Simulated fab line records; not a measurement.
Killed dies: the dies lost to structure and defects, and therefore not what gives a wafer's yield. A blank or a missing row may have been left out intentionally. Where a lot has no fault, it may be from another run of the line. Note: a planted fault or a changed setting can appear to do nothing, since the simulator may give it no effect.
fab line records	flow sky130
record: lots: 5	wafers: 23
route steps=708 shown RES_PROTECT@208 POLY_GATE@213 LDD_N@252 LDD_P@257 LDD_HVN@275 POLY_CUT@310 SD_P@326 SD_N@344
start-h: start of the lot's first displayed wafer, in hours after the record's first day	wait-h: time in hours since the lot's previous step	" as in the row above	L1.1+2: one row covering several wafers at once	- no value present, or no start provided	* or withheld: withheld	< > ~ a bound
route shown NAME@n: a module of which the file shows steps, and the number in the route of the first	usual: the fault-free wafers' mean and standard deviation	same: alike in all rows	chamber/n: place in a boat	sites: the reading at each site	_std_site: their standard deviation	_edge_site: the outer-site mean with the inner-site mean subtracted	radius-mm: for every site, how far away it sits from the centre of the wafer	mask NAME#n: copy n	behind: the tool/chamber that last shaped the wafer	hold: why the lot went on hold/how many hours it stayed there/how the hold came to an end	device: names the non-switching transistor (n, p or np)	end of line: at the end of the route, the tests of the same wafers	a step given without rows: its recipe and nothing more	killed: dies lost to structure and defects at the first sort, not the wafer's yield	map: a wafer's dies, marking killed ones x, the rest . and places with no die _
set.NAME: the setting that was run; set.NAME@STEP: the one run at that earlier step	model.NAME: the simulator's own value behind a step, which no gauge read
lots run with intentionally changed settings; tables by step, rows by wafer
== steps ==
step: SKY_RES_PROTECT_COAT_02
recipe: resist: NOVOLAK	spin-rpm: 3000	resist-thk-nm: 1140
lot.wafer	tool	chamber	start-h	wait-h	set.resist-thk-nm	model.NOVOLAK_of_RES_PROTECT_COAT_02.thk-nm
L076.1	litho-track-01	0	343.01	0.1	1108	1107
L076.3	"	0	"	"	1140	1140
L076.4	"	0	"	"	1108	1105
L076.5	"	0	"	"	1108	1106
L076.6	"	0	"	"	1140	1137
L077.1	litho-track-02	0	348.46	0.1	1140	1141
L077.2	"	0	"	"	1140	1140
L077.3+4	"	0	"	"	1113	1114
L077.5	"	0	"	"	1113	1112
L079.1	litho-track-01	0	381.76	0.1	1140	1144
L079.2	"	0	"	"	1102	1103
L079.3	"	0	"	"	1102	1102
L079.5	"	0	"	"	1102	1101
L079.6	"	0	"	"	1140	1142
L081.1	litho-track-02	0	392.41	0.1	1140	1144
L081.2	"	0	"	"	1140	1139
L081.5	"	0	"	"	1140	1145
L084.2	litho-track-03	0	419.26	0.1	1140	1137
L084.3	"	0	"	"	1119	1118
L084.4	"	0	"	"	1119	1117
L084.5	"	0	"	"	1140	1138
L084.6	"	0	"	"	1119	1114
step: SKY_RES_PROTECT_SOFTBAKE_03
recipe: temp-c: 90	time-s: 60	resist: NOVOLAK
step: SKY_RES_PROTECT_EXPOSE_04
recipe: mask-id: RPM	na: 0.6	source-shape: conventional	sigma-outer: 0.6	polarization: unpolarized	target-cd-nm: 1270	dose-mj: 131
step: SKY_RES_PROTECT_DEVELOP_06
recipe: resist: NOVOLAK	developer: TMAH	develop-time-s: 60	dev-temp-c: 23
step: SKY_POLY_GATE_IMPLANT_02
recipe: species: P	energy-kev: 30	dose-cm2: 7.7e+15	tilt-deg: 0
step: SKY_RES_PROTECT_STRIP_07
recipe: chemistry: O2/N2	power-w: 1400	pressure-mtorr: 1500	platen-temp-c: withheld	o2-flow-sccm: 3000	n2-flow-sccm: 300	overash-fraction: 0.5
usual: strip-time-to-endpoint-s: 23.30/0.043
lot.wafer	tool	chamber	start-h	wait-h	set.resist-thk-nm@RES_PROTECT_COAT_02	strip-time-to-endpoint-s
L076.1	plasma-asher-02	1	357.06	0.1	1108	22.92
L076.3	"	0	"	"	1140	23.30
L076.4	"	1	"	"	1108	22.89
L076.5	"	1	"	"	1108	22.90
L076.6	"	0	"	"	1140	23.26
L077.1	plasma-asher-02	0	363.66	0.1	1140	23.32
L077.2	"	1	"	"	1140	23.31
L077.3	"	0	"	"	1113	22.98
L077.4	"	1	"	"	1113	23.00
L077.5	"	1	"	"	1113	22.95
L079.1	plasma-asher-04	1	396.86	0.1	1140	23.34
L079.2	"	0	"	"	1102	22.85
L079.3	"	1	"	"	1102	22.85
L079.5	"	1	"	"	1102	22.83
L079.6	"	0	"	"	1140	23.31
L081.1	plasma-asher-01	1	406.96	0.1	1140	23.35
L081.2	"	0	"	"	1140	23.28
L081.5	"	1	"	"	1140	23.33
L084.2	plasma-asher-01	0	434.84	0.1	1140	23.24
L084.3	"	1	"	"	1119	23.02
L084.4	"	0	"	"	1119	23.03
L084.5	"	0	"	"	1140	23.27
L084.6	"	1	"	"	1119	22.96
step: SKY_POLY_GATE_EXPOSE_10
recipe: mask-id: P1M	na: 0.68	source-shape: conventional	sigma-outer: 0.6	target-cd-nm: 150	dose-mj: 28
lot.wafer	tool	chamber	start-h	wait-h	mask	set.dose-mj
L076.1+3+4	krf-scanner-02	0	-	-	P1M#0	28
L076.5+6	"	0	"	"	P1M#0	29.5
L077.1+3	krf-scanner-01	0	-	-	P1M#0	27.39
L077.2+4+5	"	0	"	"	P1M#0	28
L079.1+3+6	krf-scanner-01	0	-	-	P1M#0	28.68
L079.2+5	"	0	"	"	P1M#0	28
L081.1+2+5	krf-scanner-02	0	-	-	P1M#0	28
L084.2+3+4+5+6	krf-scanner-01	0	-	-	P1M#0	28
step: SKY_POLY_GATE_PEB_11
recipe: peb-temp-c: withheld	peb-time-s: withheld	resist: KrF-thick
step: SKY_POLY_GATE_DEVELOP_12
recipe: develop-time-s: 60	resist: KrF-thick	dev-temp-c: 21
step: SKY_POLY_GATE_CD_MEAS_13
recipe: target-cd-nm: 150
usual: cd-nm: 150.1/1.2
lot.wafer	tool	chamber	start-h	wait-h	set.dose-mj@POLY_GATE_EXPOSE_10	cd-nm
L076.1	cd-sem-02	-	386.96	-	28	151.1
L076.3	"	-	"	"	28	151.0
L076.4	"	-	"	"	28	151.5
L076.5	"	-	"	"	29.5	141.1
L076.6	"	-	"	"	29.5	143.1
L077.1	cd-sem-02	-	394.66	-	27.39	154.5
L077.2	"	-	"	"	28	151.9
L077.3	"	-	"	"	27.39	154.4
L077.4	"	-	"	"	28	150.0
L077.5	"	-	"	"	28	148.7
L079.1	cd-sem-01	-	429.92	-	28.68	145.9
L079.2	"	-	"	"	28	149.1
L079.3	"	-	"	"	28.68	144.7
L079.5	"	-	"	"	28	149.4
L079.6	"	-	"	"	28.68	144.1
L081.1	cd-sem-01	-	441.04	-	28	149.0
L081.2	"	-	"	"	28	148.6
L081.5	"	-	"	"	28	148.9
L084.2	cd-sem-01	-	468.93	-	28	149.3
L084.3	"	-	"	"	28	152.7
L084.4	"	-	"	"	28	149.9
L084.5	"	-	"	"	28	152.9
L084.6	"	-	"	"	28	150.1
step: SKY_LDD_N_IMPLANT_15
recipe: species: BF2	energy-kev: 50	dose-cm2: 5e+12	tilt-deg: 30	rotation-deg: 270
lot.wafer	tool	chamber	start-h	wait-h	set.energy-kev	model.implant.rp-nm	model.implant.drp-nm
L076.1+3+4+5+6	implanter-02	0	420.71	0.1	50	32.89	18.83
L077.1+4	implanter-01	0	429.11	0.1	50	31.45	18.83
L077.2+3+5	"	0	"	"	51.42	32.33	19.22
L079.1+2+6	implanter-02	0	465.06	0.1	52.41	33.21	19.5
L079.3+5	"	0	"	"	50	31.7	18.83
L081.1+2+5	implanter-01	0	475.57	0.1	50	32.07	18.83
L084.2+4+5	implanter-01	0	503.17	0.1	50.79	31.64	19.05
L084.3+6	"	0	"	"	50	31.15	18.83
step: SKY_LDD_P_COAT_02
recipe: resist: NOVOLAK	spin-rpm: 3000	resist-thk-nm: 1140
lot.wafer	tool	chamber	start-h	wait-h	set.spin-rpm	model.NOVOLAK_of_LDD_P_COAT_02.thk-nm
L076.1	litho-track-02	0	436.01	0.1	2785	1176
L076.3	"	0	"	"	2785	1174
L076.4	"	0	"	"	3000	1134
L076.5	"	0	"	"	2785	1178
L076.6	"	0	"	"	3000	1133
L077.1	litho-track-02	0	445.11	0.1	3000	1147
L077.2	"	0	"	"	2890	1170
L077.3	"	0	"	"	2890	1167
L077.4	"	0	"	"	2890	1168
L077.5	"	0	"	"	3000	1145
L079.1	litho-track-01	0	480.46	0.1	3000	1146
L079.2+5	"	0	"	"	3000	1142
L079.3	"	0	"	"	2884	1168
L079.6	"	0	"	"	2884	1166
L081.1	litho-track-02	0	491.46	0.1	3000	1144
L081.2+5	"	0	"	"	3000	1143
L084.2	litho-track-02	0	518.54	0.1	3000	1139
L084.3	"	0	"	"	3000	1140
L084.4+6	"	0	"	"	3000	1137
L084.5	"	0	"	"	3000	1136
step: SKY_LDD_P_SOFTBAKE_03
recipe: temp-c: 90	time-s: 60	resist: NOVOLAK
step: SKY_LDD_P_EXPOSE_04
recipe: mask-id: PSDM	na: 0.6	source-shape: conventional	sigma-outer: 0.6	polarization: unpolarized	target-cd-nm: 380	dose-mj: 139.1
step: SKY_LDD_P_IMPLANT_09
recipe: species: BF2	energy-kev: 25	dose-cm2: 9.91e+12	tilt-deg: withheld
step: SKY_LDD_P_STRIP_10
recipe: chemistry: O2/N2	power-w: 1400	pressure-mtorr: 1500	platen-temp-c: withheld	o2-flow-sccm: 3000	n2-flow-sccm: 300	overash-fraction: 0.5
usual: strip-time-to-endpoint-s: 14.20/0.048
lot.wafer	tool	chamber	start-h	wait-h	set.spin-rpm@LDD_P_COAT_02	strip-time-to-endpoint-s
L076.1	plasma-asher-02	0	452.02	0.1	2785	14.55
L076.3	"	0	"	"	2785	14.54
L076.4	"	1	"	"	3000	14.11
L076.5	"	1	"	"	2785	14.59
L076.6	"	0	"	"	3000	14.09
L077.1	plasma-asher-02	0	461.32	0.1	3000	14.24
L077.2	"	1	"	"	2890	14.50
L077.3	"	0	"	"	2890	14.47
L077.4	"	1	"	"	2890	14.47
L077.5	"	0	"	"	3000	14.24
L079.1	plasma-asher-01	0	496.02	0.1	3000	14.25
L079.2	"	1	"	"	3000	14.21
L079.3	"	0	"	"	2884	14.46
L079.5	"	1	"	"	3000	14.21
L079.6	"	0	"	"	2884	14.44
L081.1	plasma-asher-03	0	507.42	0.1	3000	14.21
L081.2	"	1	"	"	3000	14.21
L081.5	"	1	"	"	3000	14.22
L084.2	plasma-asher-01	0	534.27	0.1	3000	14.17
L084.3	"	0	"	"	3000	14.18
L084.4	"	1	"	"	3000	14.15
L084.5	"	1	"	"	3000	14.14
L084.6	"	0	"	"	3000	14.15
step: SKY_LDD_HVN_IMPLANT_08
recipe: species: P	energy-kev: 60	dose-cm2: 3e+13	tilt-deg: 40
lot.wafer	tool	chamber	start-h	wait-h	set.dose-cm2
L076.1+3	implanter-04	0	483.27	0.0	3e+13
L076.4+5+6	"	0	"	"	3.178e+13
L077.1+2+4	implanter-03	0	492.92	0.0	3e+13
L077.3+5	"	0	"	"	2.803e+13
L079.1+5	implanter-03	0	527.15	0.0	3e+13
L079.2+3+6	"	0	"	"	3.198e+13
L081.1+2+5	implanter-04	0	538.37	0.0	3e+13
L084.2+3	implanter-02	0	564.37	0.0	3e+13
L084.4+5+6	"	0	"	"	2.783e+13
step: SKY_LDD_HVN_STRIP_09
recipe: chemistry: O2/N2	power-w: 1400	pressure-mtorr: 1500	platen-temp-c: withheld	o2-flow-sccm: 3000	n2-flow-sccm: 300	overash-fraction: 0.5
step: SKY_LDD_HVN_TW_MEAS_10
usual: LDD_HVN_TW: 1423/6.7
lot.wafer	tool	chamber	start-h	wait-h	set.dose-cm2@LDD_HVN_IMPLANT_08	LDD_HVN_TW
L076.1	film-metro-04	-	483.52	0.1	3e+13	1429
L076.3	"	-	"	"	3e+13	1425
L076.4	"	-	"	"	3.178e+13	1458
L076.5	"	-	"	"	3.178e+13	1458
L076.6	"	-	"	"	3.178e+13	1455
L077.1	film-metro-01	-	493.17	0.1	3e+13	1427
L077.2	"	-	"	"	3e+13	1421
L077.3	"	-	"	"	2.803e+13	1390
L077.4	"	-	"	"	3e+13	1433
L077.5	"	-	"	"	2.803e+13	1392
L079.1	film-metro-02	-	527.40	0.1	3e+13	1419
L079.2	"	-	"	"	3.198e+13	1444
L079.3	"	-	"	"	3.198e+13	1453
L079.5	"	-	"	"	3e+13	1424
L079.6	"	-	"	"	3.198e+13	1453
L081.1	film-metro-02	-	538.62	0.1	3e+13	1411
L081.2	"	-	"	"	3e+13	1415
L081.5	"	-	"	"	3e+13	1417
L084.2	film-metro-01	-	564.61	0.1	3e+13	1426
L084.3	"	-	"	"	3e+13	1430
L084.4	"	-	"	"	2.783e+13	1395
L084.5	"	-	"	"	2.783e+13	1395
L084.6	"	-	"	"	2.783e+13	1398
step: SKY_POLY_CUT_COAT_03
recipe: resist: KrF-thick	spin-rpm: 3000	resist-thk-nm: 450
lot.wafer	tool	chamber	start-h	wait-h	set.spin-rpm	model.KrF-thick_of_POLY_CUT_COAT_03.thk-nm
L076.1	litho-track-04	0	-	-	3000	451.5
L076.3+4	"	0	"	"	3086	444.5
L076.5	"	0	"	"	3086	445.2
L076.6	"	0	"	"	3000	449.4
L077.1	litho-track-02	0	-	-	3000	449.2
L077.2	"	0	"	"	3154	438.2
L077.3	"	0	"	"	3000	449.1
L077.4	"	0	"	"	3000	449.4
L077.5	"	0	"	"	3154	439.2
L079.1	litho-track-02	0	-	-	3000	451.6
L079.2	"	0	"	"	3000	451.9
L079.3	"	0	"	"	3000	451.7
L079.5	"	0	"	"	3000	452.8
L079.6	"	0	"	"	3000	452.7
L081.1+2	litho-track-02	0	-	-	3000	450.8
L081.5	"	0	"	"	3000	450.5
L084.2	litho-track-02	0	-	-	2818	464.2
L084.3	"	0	"	"	3000	448.4
L084.4	"	0	"	"	3000	448.5
L084.5	"	0	"	"	2818	466.2
L084.6	"	0	"	"	3000	450.2
step: SKY_POLY_CUT_ETCH_10
recipe: chemistry: N2/H2	target: BARC	ion-energy-ev: 200	source-w: 500	bias-w: 100	pressure-mtorr: 30	n2-flow-sccm: 100	h2-flow-sccm: 200	stop-on: SiO2	time-s: 45.9	target-depth-a: 600
lot.wafer	tool	chamber	start-h	wait-h	set.ion-energy-ev	set.spin-rpm@POLY_CUT_COAT_03	model.KrF-thick_of_POLY_CUT_COAT_03.thk-nm
L076.1	rie-diel-01	3	578.37	0.0	200	3000	408.4
L076.3	"	0	"	"	200	3086	402.4
L076.4	"	2	"	"	200	3086	401.6
L076.5	"	1	"	"	200	3086	403.2
L076.6	"	2	"	"	200	3000	406.7
L077.1+4	rie-diel-01	2,3	586.93	0.0	200	3000	406.3
L077.2	"	1	"	"	200	3154	396.4
L077.3	"	0	"	"	200	3000	406.5
L077.5	"	1	"	"	200	3154	397.7
L079.1	rie-diel-04	2	621.12	0.0	200	3000	409.8
L079.2	"	3	"	"	219.6	3000	409.3
L079.3	"	0	"	"	219.6	3000	408.5
L079.5	"	1	"	"	219.6	3000	410.2
L079.6	"	0	"	"	200	3000	410.2
L081.1	rie-diel-04	0	630.43	0.0	200	3000	408.2
L081.2	"	2	"	"	200	3000	408.9
L081.5	"	2	"	"	200	3000	408.3
L084.2	rie-diel-04	3	655.52	0.0	190.4	2818	422.5
L084.3	"	1	"	"	200	3000	406.2
L084.4	"	0	"	"	190.4	3000	405.8
L084.5	"	0	"	"	200	2818	423.4
L084.6	"	1	"	"	190.4	3000	408.4
step: SKY_POLY_CUT_ETCH_11
recipe: target: Si3N4	chemistry: CF4/CH2F2/Ar	stop-on: poly-Si	source-w: 600	bias-w: 150	pressure-mtorr: 40	cf4-flow-sccm: 40	ch2f2-flow-sccm: 20	Ar_flow_sccm: 150	time-s: 42.5	target-depth-a: 600
step: SKY_POLY_CUT_STRIP_12
recipe: chemistry: O2/N2	power-w: 1400	pressure-mtorr: 1500	platen-temp-c: withheld	o2-flow-sccm: 3000	n2-flow-sccm: 300	overash-fraction: 0.5
usual: strip-time-to-endpoint-s: 5.356/0.017
lot.wafer	tool	chamber	start-h	wait-h	set.spin-rpm@POLY_CUT_COAT_03	strip-time-to-endpoint-s
L076.1	plasma-asher-01	1	578.45	0.0	3000	5.370
L076.3	"	0	"	"	3086	5.285
L076.4	"	1	"	"	3086	5.300
L076.5	"	0	"	"	3086	5.315
L076.6	"	1	"	"	3000	5.347
L077.1	plasma-asher-02	1	587.01	0.0	3000	5.342
L077.2	"	0	"	"	3154	5.239
L077.3	"	1	"	"	3000	5.332
L077.4	"	0	"	"	3000	5.355
L077.5	"	1	"	"	3154	5.255
L079.1	plasma-asher-01	0	621.20	0.0	3000	5.371
L079.2	"	1	"	"	3000	5.362
L079.3	"	0	"	"	3000	5.340
L079.5	"	0	"	"	3000	5.398
L079.6	"	1	"	"	3000	5.373
L081.1	plasma-asher-03	0	630.51	0.0	3000	5.347
L081.2	"	1	"	"	3000	5.362
L081.5	"	1	"	"	3000	5.353
L084.2	plasma-asher-02	0	655.60	0.0	2818	5.509
L084.3	"	1	"	"	3000	5.335
L084.4	"	0	"	"	3000	5.317
L084.5	"	0	"	"	2818	5.521
L084.6	"	1	"	"	3000	5.357
step: SKY_SD_P_DEVELOP_06
recipe: resist: NOVOLAK	developer: TMAH	develop-time-s: 60	dev-temp-c: 23
lot.wafer	tool	chamber	start-h	wait-h	set.develop-time-s
L076.1+3+6	litho-track-01	0	607.81	0.1	66.36
L076.4+5	"	0	"	"	60
L077.1+4+5	litho-track-01	0	616.11	0.1	57.58
L077.2+3	"	0	"	"	60
L079.1+2+3+5+6	litho-track-01	0	649.71	0.1	60
L081.1+2+5	litho-track-03	0	658.49	0.1	60
L084.2+5+6	litho-track-02	0	684.04	0.1	60
L084.3+4	"	0	"	"	55.23
step: SKY_SD_P_CD_MEAS_07
recipe: target-cd-nm: 380
usual: cd-nm: 380.6/2.4
lot.wafer	tool	chamber	start-h	wait-h	set.develop-time-s@SD_P_DEVELOP_06	cd-nm
L076.1	cd-sem-02	-	607.96	0.1	66.36	390.4
L076.3	"	-	"	"	66.36	390.2
L076.4	"	-	"	"	60	379.5
L076.5	"	-	"	"	60	381.2
L076.6	"	-	"	"	66.36	391.2
L077.1	cd-sem-02	-	616.26	0.1	57.58	377.3
L077.2	"	-	"	"	60	380.0
L077.3	"	-	"	"	60	382.6
L077.4	"	-	"	"	57.58	373.4
L077.5	"	-	"	"	57.58	378.5
L079.1	cd-sem-01	-	649.86	0.1	60	381.5
L079.2	"	-	"	"	60	379.1
L079.3	"	-	"	"	60	381.5
L079.5	"	-	"	"	60	380.8
L079.6	"	-	"	"	60	379.2
L081.1	cd-sem-01	-	658.64	0.1	60	382.7
L081.2	"	-	"	"	60	382.3
L081.5	"	-	"	"	60	382.4
L084.2	cd-sem-02	-	684.18	0.1	60	378.8
L084.3	"	-	"	"	55.23	371.0
L084.4	"	-	"	"	55.23	366.4
L084.5	"	-	"	"	60	381.0
L084.6	"	-	"	"	60	379.0
step: SKY_SD_N_COAT_02
recipe: resist: NOVOLAK	spin-rpm: 3000	resist-thk-nm: 1140
lot.wafer	tool	chamber	start-h	wait-h	set.spin-rpm	model.NOVOLAK_of_SD_N_COAT_02.thk-nm
L076.1+4	litho-track-03	0	652.24	0.1	3088	1125
L076.3	"	0	"	"	3088	1126
L076.5	"	0	"	"	3000	1141
L076.6	"	0	"	"	3000	1139
L077.1	litho-track-03	0	659.74	0.1	2815	1178
L077.2	"	0	"	"	3000	1140
L077.3	"	0	"	"	3000	1137
L077.4	"	0	"	"	3000	1139
L077.5	"	0	"	"	2815	1173
L079.1	litho-track-01	0	692.41	0.1	3177	1112
L079.2	"	0	"	"	3000	1145
L079.3	"	0	"	"	3000	1142
L079.5+6	"	0	"	"	3177	1110
L081.1	litho-track-01	0	700.76	0.1	3000	1140
L081.2	"	0	"	"	3000	1132
L081.5	"	0	"	"	3000	1135
L084.2	litho-track-03	0	725.61	0.1	2827	1172
L084.3	"	0	"	"	3000	1136
L084.4	"	0	"	"	3000	1139
L084.5	"	0	"	"	3000	1143
L084.6	"	0	"	"	2827	1175
step: SKY_SD_N_STRIP_11
recipe: chemistry: O2/N2	power-w: 1400	pressure-mtorr: 1500	platen-temp-c: withheld	o2-flow-sccm: 3000	n2-flow-sccm: 300	overash-fraction: 0.5
usual: strip-time-to-endpoint-s: 22.64/0.034
lot.wafer	tool	chamber	start-h	wait-h	set.o2-flow-sccm	set.spin-rpm@SD_N_COAT_02	strip-time-to-endpoint-s
L076.1	plasma-asher-03	1	667.48	0.1	3000	3088	22.48
L076.3	"	0	"	"	2817	3088	22.58
L076.4	"	1	"	"	3000	3088	22.49
L076.5	"	0	"	"	3000	3000	22.67
L076.6	"	1	"	"	2817	3000	22.75
L077.1	plasma-asher-03	1	674.54	0.1	3356	2815	22.92
L077.2	"	0	"	"	3356	3000	22.51
L077.3	"	0	"	"	3000	3000	22.63
L077.4	"	1	"	"	3000	3000	22.66
L077.5	"	1	"	"	3356	2815	22.87
L079.1	plasma-asher-03	1	706.68	0.1	3000	3177	22.31
L079.2	"	0	"	"	2675	3000	22.86
L079.3	"	1	"	"	3000	3000	22.67
L079.5	"	1	"	"	2675	3177	22.46
L079.6	"	0	"	"	3000	3177	22.31
L081.1	plasma-asher-03	0	715.12	0.1	3000	3000	22.63
L081.2	"	1	"	"	3000	3000	22.53
L081.5	"	1	"	"	3000	3000	22.59
L084.2	plasma-asher-04	0	740.13	0.1	3000	2827	22.97
L084.3	"	1	"	"	3000	3000	22.61
L084.4	"	0	"	"	3000	3000	22.64
L084.5	"	0	"	"	3000	3000	22.65
L084.6	"	1	"	"	3000	2827	23.04
== key ==
split: step: SKY_RES_PROTECT_COAT_02	setting: resist-thk-nm	stated: 1140	by: wafer
response: step: SKY_RES_PROTECT_COAT_02	reading: model.NOVOLAK_of_RES_PROTECT_COAT_02.thk-nm	change: +11.8	per: 1%	r: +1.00
response: step: SKY_RES_PROTECT_STRIP_07	reading: strip-time-to-endpoint-s	change: *	per: 1%	r: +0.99
split: step: SKY_POLY_GATE_EXPOSE_10	setting: dose-mj	stated: 28	by: wafer
response: step: SKY_POLY_GATE_CD_MEAS_13	reading: cd-nm	change: -1.75	per: 1%	r: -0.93
split: step: SKY_LDD_N_IMPLANT_15	setting: energy-kev	stated: 50	by: wafer
response: step: SKY_LDD_N_IMPLANT_15	reading: model.implant.rp-nm	change: +0.313	per: 1%	r: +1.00
response: step: SKY_LDD_N_IMPLANT_15	reading: model.implant.drp-nm	change: +0.138	per: 1%	r: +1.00
split: step: SKY_LDD_P_COAT_02	setting: spin-rpm	stated: 3000	by: wafer
response: step: SKY_LDD_P_COAT_02	reading: model.NOVOLAK_of_LDD_P_COAT_02.thk-nm	change: -6	per: 1%	r: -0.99
response: step: SKY_LDD_P_STRIP_10	reading: strip-time-to-endpoint-s	change: *	per: 1%	r: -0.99
split: step: SKY_LDD_HVN_IMPLANT_08	setting: dose-cm2	stated: 3e+13	by: wafer
response: step: SKY_LDD_HVN_TW_MEAS_10	reading: LDD_HVN_TW	change: +4.78	per: 1%	r: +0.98
split: step: SKY_POLY_CUT_COAT_03	setting: spin-rpm	stated: 3000	by: wafer
response: step: SKY_POLY_CUT_COAT_03	reading: model.KrF-thick_of_POLY_CUT_COAT_03.thk-nm	change: -2.36	per: 1%	r: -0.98
response: step: SKY_POLY_CUT_ETCH_10	reading: model.KrF-thick_of_POLY_CUT_COAT_03.thk-nm	change: -2.26	per: 1%	r: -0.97
response: step: SKY_POLY_CUT_STRIP_12	reading: strip-time-to-endpoint-s	change: *	per: 1%	r: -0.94
split: step: SKY_POLY_CUT_ETCH_10	setting: ion-energy-ev	stated: 200	by: wafer
response none clear
split: step: SKY_SD_P_DEVELOP_06	setting: develop-time-s	stated: 60	by: wafer
response: step: SKY_SD_P_CD_MEAS_07	reading: cd-nm	change: +1.12	per: 1%	r: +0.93
split: step: SKY_SD_N_COAT_02	setting: spin-rpm	stated: 3000	by: wafer
response: step: SKY_SD_N_COAT_02	reading: model.NOVOLAK_of_SD_N_COAT_02.thk-nm	change: -5.73	per: 1%	r: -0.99
response: step: SKY_SD_N_STRIP_11	reading: strip-time-to-endpoint-s	change: *	per: 1%	r: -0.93
split: step: SKY_SD_N_STRIP_11	setting: o2-flow-sccm	stated: 3000	by: wafer
response: step: SKY_SD_N_STRIP_11	reading: strip-time-to-endpoint-s	slope: *	per: 1%	together-with: spin-rpm@SD_N_COAT_02	explained: 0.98
